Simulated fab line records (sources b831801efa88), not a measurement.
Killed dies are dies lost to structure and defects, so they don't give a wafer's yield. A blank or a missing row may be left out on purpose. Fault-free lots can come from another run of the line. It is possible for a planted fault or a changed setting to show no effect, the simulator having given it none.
2 desks, one fault | flow gf180mcu | what lay behind the numbers comes last; until then each desk has only its own

## FOR THE TOOL OWNER'S DESK: plasma asher-01
The tool's own readings at GF_VT_IMPLANT_STRIP_31 (strips in O2/N2): means of the sampled wafers that have a number, for each lot that ran on this tool. The brackets show how far a lot's mean lies from the usual mean; more than 4 standard deviations puts the lot out of limits, marked OUT.
Columns: A = drypump motor current A at GF_VT_IMPLANT_STRIP_31, usual 5.6 A; B = heater power w at GF_VT_IMPLANT_STRIP_31, usual 333 W; C = n2 flow sccm at GF_VT_IMPLANT_STRIP_31, usual 299.9 sccm; D = o2 flow sccm at GF_VT_IMPLANT_STRIP_31, usual 2999 sccm; E = oes product au at GF_VT_IMPLANT_STRIP_31, usual 0.715 a.u.; F = strip time to endpoint s at GF_VT_IMPLANT_STRIP_31, usual 12.65 s
lot  | first seen here | A   | B   | C     | D              | E     | F
L838 | day 6 22:26     | 5.6 | 339 | 299.4 | 2993           | 0.711 | 12.71
L839 | day 7 03:14     | 5.6 | 324 | 299.9 | 3004           | 0.715 | 12.62
L841 | day 7 14:42     | 5.6 | 321 | 300.5 | 2993           | 0.718 | 12.69
L845 | day 8 21:14     | 5.7 | 327 | 300.0 | 3001           | 0.716 | 12.63
L846 | day 9 02:41     | 5.6 | 322 | 301.2 | 2402 (-67) OUT | 0.708 | 12.80
L848 | day 9 14:18     | 5.7 | 342 | 299.5 | 2396 (-68) OUT | 0.713 | 12.78
L849 | day 9 22:42     | 5.6 | 317 | 299.7 | 2404 (-67) OUT | 0.705 | 12.81 (+4.2) OUT
L860 | day 12 20:27    | 5.7 | 340 | 299.5 | 3011           | 0.712 | 12.67
This desk finds L846, L848, L849 out of limits, L846 being first, at day 9 02:41 (o2 flow sccm at GF_VT_IMPLANT_STRIP_31). In limits: L838, L839, L841, L845, L860.

## AT THE METROLOGY DESK
Lot by lot, what the gauges showed, no matter which tool ran the lot: averages of those sampled wafers that carry a number. The brackets show how far a lot's mean lies from the usual mean; more than 4 standard deviations puts the lot out of limits, marked OUT.
Columns: A = cd nm at GF_PSD_CD_MEAS_07, usual 400.4 nm; B = NSD_RS at GF_PSD_RS_MEAS_14, usual 46.14 ohm/sq
lot  | first seen here | A     | B
L838 | day 14 02:48    | 403.0 | 46.03
L839 | day 14 10:51    | 399.5 | 46.24
L840 | day 14 18:37    | 397.2 | 46.14
L841 | day 15 03:24    | 401.6 | 46.13
L845 | day 16 19:57    | 403.3 | 46.12
L846 | day 17 01:03    | 397.2 | 46.06
L848 | day 17 18:58    | 399.4 | 46.18
L849 | day 18 03:10    | 398.7 | 46.14
L851 | day 18 19:48    | 399.3 | 46.02
L854 | day 19 18:31    | 400.7 | 46.22
L855 | day 20 06:04    | 403.8 | 46.21
L859 | day 21 11:03    | 404.1 | 46.16
L860 | day 21 17:55    | 400.0 | 46.10
L861 | day 22 14:43    | 406.3 | 46.20
This desk found nothing out of limits on any of the 14 lots.

## PUT TOGETHER
The tool owner's desk had the chance to raise an alarm at day 9 02:41 on L846, L848, L849.
At the metrology desk, nothing out of limits was observed.
The metrology desk holds a record of L846, L848, L849, inside its limits.
Every lot named ran GF_VT_IMPLANT_STRIP_31 on plasma asher-01.

## WHAT WAS PUT IN BY THE SIMULATOR
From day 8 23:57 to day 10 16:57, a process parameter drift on plasma asher-01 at GF_VT_IMPLANT_STRIP_31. From 3000, the setting o2 flow sccm moved by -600. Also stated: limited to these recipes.
Lots struck among those shown: L846, L848, L849.
Each desk's first reading out of limits, in hours after the fault started: the tool owner's desk, 3.
